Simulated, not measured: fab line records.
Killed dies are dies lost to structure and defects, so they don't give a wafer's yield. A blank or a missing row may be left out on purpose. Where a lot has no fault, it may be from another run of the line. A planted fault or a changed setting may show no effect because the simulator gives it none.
Code-filled problem report in 8D (eight disciplines) form || flow sky130 || the parts of the form that need people (team, actions taken, sign-off) are left out

1. THE PROBLEM
Mean of plateTempC at SKY_POLY_CUT_SOFTBAKE_04: 104.50 C across 9 wafers in 3 lots; on wafers with no fault it is 99.99 C (standard deviation 0.14). Measured from the usual mean, that is +32 standard deviations.
The step: time 90 s.
First seen on wafer L825.2, day 30 09:00, on lithoTrack-02. At this step, 39 wafers from 13 lots have a number in the record. Rule for "out" (also "out of limits"): further than 4 standard deviations from the usual mean. The rest of the wafers with a number are treated as sound.

2. WHAT IT IS AND WHAT IT IS NOT
{"question": "which readings at this step", "is": "plateTempC, heaterPowerTotalW", "is not": "exhaustPa"}
{"question": "which lots", "is": "L825, L827, L828", "is not": "L808, L809, L810, L812, L816, L817, L819, L826, L829, L830"}
{"question": "which wafers of those lots", "is": "all that have a number", "is not": "-"}
{"question": "read on which tools", "is": "lithoTrack-02", "is not": "lithoTrack-03, lithoTrack-04"}
{"question": "when", "is": "from day 30 09:00", "is not": "up to then (21 sound wafers); but 9 sound wafers of L826, L829, L830 came after"}

3. SUSPECTS, AND WHAT RULES EACH OUT
Counting: a tool stays on the suspect list if, at a process step up to the reading, it processed all lots that are out and no sound lot following the first of them.
- rieDiel-03 at SKY_POLY_GATE_ETCH_16 (etches Si3N4 in CH3F/O2, stops on poly-Si, time 147.5 s, target depth 75 nm): ruled out as a lasting fault. Sound lots L829 ran on it after its first lot that is out, L825 (day 23 11:34).
- lithoTrack-02 at SKY_POLY_CUT_SOFTBAKE_04 (time 90 s): kept. It processed each lot that is out, first L825 at day 30 09:00, and no sound lot thereafter; up to then, the last sound lot it processed was L817 at day 27 05:00. Out on those wafers are its own readings of heaterPowerTotalW, plateTempC.
The count leaves lithoTrack-02 at SKY_POLY_CUT_SOFTBAKE_04.

4. THE CAUSE (what the simulator had put in)
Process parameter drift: lithoTrack-02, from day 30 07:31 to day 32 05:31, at SKY_POLY_CUT_SOFTBAKE_04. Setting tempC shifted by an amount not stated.
The count eliminated every tool but this one.

5. THE CHAIN OF EFFECTS, in route order
Each row: a reading whose mean over the struck wafers that have a number lies more than 3 standard deviations from the usual. Only readings whose record carries a usual standard deviation are examined. hours: median over the lots of the time between each lot's start at the first step of this table that gives one and its start at this step. sigmas: the change, counted in usual standard deviations.
{"hours": 0, "step": "SKY_POLY_CUT_SOFTBAKE_04", "reading": "heaterPowerTotalW", "usual": "57.35 W", "on struck wafers": 60.92, "change": "+3.57", "sigmas": "+32"}
{"hours": 0, "step": "SKY_POLY_CUT_SOFTBAKE_04", "reading": "plateTempC", "usual": "99.99 C", "on struck wafers": 104.50, "change": "+4.51", "sigmas": "+32"}
Its process steps:
- SKY_POLY_CUT_SOFTBAKE_04: time 90 s.
Later measuring or inspecting steps at which every struck wafer that the step has a row for has a number for every such reading, and none has moved that far: SKY_POLY_CUT_CD_MEAS_08, SKY_SD_N_OVL_MEAS_08.

6. HOW IT WOULD HAVE BEEN CAUGHT EARLIER
In this record the first reading out of limits was taken at day 30 09:00, 1 hour after the fault began at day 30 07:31.
